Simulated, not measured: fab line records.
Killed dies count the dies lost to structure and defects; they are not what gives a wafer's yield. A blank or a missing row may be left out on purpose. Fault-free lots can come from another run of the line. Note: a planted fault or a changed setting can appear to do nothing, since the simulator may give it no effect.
The same fault as seen by 2 desks || flow sky130 || every desk sees just its own numbers, and what lay behind them comes last

## TOOL OWNER'S DESK, iline stepper-01
The tool's own readings at SKY_VT_ADJUST_NCORE_EXPOSE_04 (exposes mask LVTN COMPLEMENT THIN, target cd 380 nm): means of the sampled wafers that have a number, for each lot that ran on this tool. A lot is out of limits, marked OUT, if its mean lies more than 4 standard deviations from the usual mean; the brackets give that distance.
Columns: A = reticle temp C at SKY_VT_ADJUST_NCORE_EXPOSE_04, usual 23.00 C
{"lot": "L333", "first seen here": "day 8 04:41", "A": 23.05}
{"lot": "L340", "first seen here": "day 10 06:37", "A": 23.06}
{"lot": "L343", "first seen here": "day 10 22:26", "A": 23.10}
{"lot": "L344", "first seen here": "day 11 07:32", "A": 22.94}
{"lot": "L347", "first seen here": "day 12 00:34", "A": 22.96}
{"lot": "L349", "first seen here": "day 12 20:05", "A": 23.11}
{"lot": "L351", "first seen here": "day 13 18:38", "A": 22.93}
Finding of this desk: none of the 7 lots has anything out of limits.

## THE METROLOGY DESK
Means of the sampled wafers that have a number, per lot and without regard to the tool the lot ran on: this is what the gauges read. A lot is out of limits, marked OUT, if its mean lies more than 4 standard deviations from the usual mean; the brackets give that distance.
Columns: A = INCOMING_BOW at SKY_FIELD_ISO_BOW_MEAS_00, usual 0 um; B = FIELD_ISO_CVD_03_THK at SKY_FIELD_ISO_THK_MEAS_04, usual 166.5 nm; C = VT_ADJUST_NCORE_OVL at SKY_VT_ADJUST_NCORE_OVL_MEAS_08, usual -0.2 nm; D = METAL1_ALCU_RS at SKY_METAL1_RS_MEAS_05, usual 0.1265 ohm/sq
{"lot": "L333", "first seen here": "day 1 10:00", "A": 1, "B": 166.8, "C": 0.5, "D": 0.1259}
{"lot": "L340", "first seen here": "day 2 21:02", "A": -2, "B": 168.4, "C": 1.2, "D": 0.1255}
{"lot": "L341", "first seen here": "day 3 02:00", "A": 1, "B": 167.6, "C": 0.3, "D": 0.1259}
{"lot": "L343", "first seen here": "day 3 12:00", "A": 1, "B": 165.5, "C": -1.0, "D": 0.1242}
{"lot": "L344", "first seen here": "day 3 17:00", "A": 3, "B": 165.5, "C": -0.5, "D": 0.1311}
{"lot": "L345", "first seen here": "day 3 22:00", "A": 1, "B": 166.1, "C": -1.2, "D": 0.1291}
{"lot": "L347", "first seen here": "day 4 08:01", "A": -0, "B": 168.3, "C": "-147.2 (-99 or more) OUT", "D": 0.1265}
{"lot": "L349", "first seen here": "day 4 18:01", "A": -0, "B": 165.4, "C": "-148.4 (-99 or more) OUT", "D": 0.1266}
{"lot": "L350", "first seen here": "day 4 23:01", "A": 3, "B": 169.7, "C": -0.8, "D": 0.1270}
{"lot": "L351", "first seen here": "day 5 04:01", "A": 1, "B": 166.7, "C": "-147.1 (-99 or more) OUT", "D": 0.1270}
{"lot": "L352", "first seen here": "day 5 09:01", "A": 3, "B": 166.7, "C": -1.3, "D": 0.1265}
{"lot": "L356", "first seen here": "day 6 05:00", "A": -1, "B": 167.2, "C": 1.5, "D": 0.1271}
This desk's result: L347, L349, L351 out of limits, first on L347 (VT_ADJUST_NCORE_OVL at SKY_VT_ADJUST_NCORE_OVL_MEAS_08), day 12 13:22. In limits: L333, L340, L341, L343, L344, L345, L350, L352, L356.

## PUT TOGETHER
Metrology desk: alarm possible at day 12 13:22 on L347, L349, L351.
The tool owner's desk saw nothing out of limits.
On record at the tool owner's desk: L347, L349, L351, within its limits.
The lots listed all ran SKY_VT_ADJUST_NCORE_EXPOSE_04 on iline stepper-01.

## WHAT THE SIMULATOR HAD PUT IN
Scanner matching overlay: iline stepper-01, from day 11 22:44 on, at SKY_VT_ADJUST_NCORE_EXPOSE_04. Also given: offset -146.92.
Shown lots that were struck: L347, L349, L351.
Per desk, hours elapsed from the start of the fault to the first reading out of limits: for the metrology desk, 15.
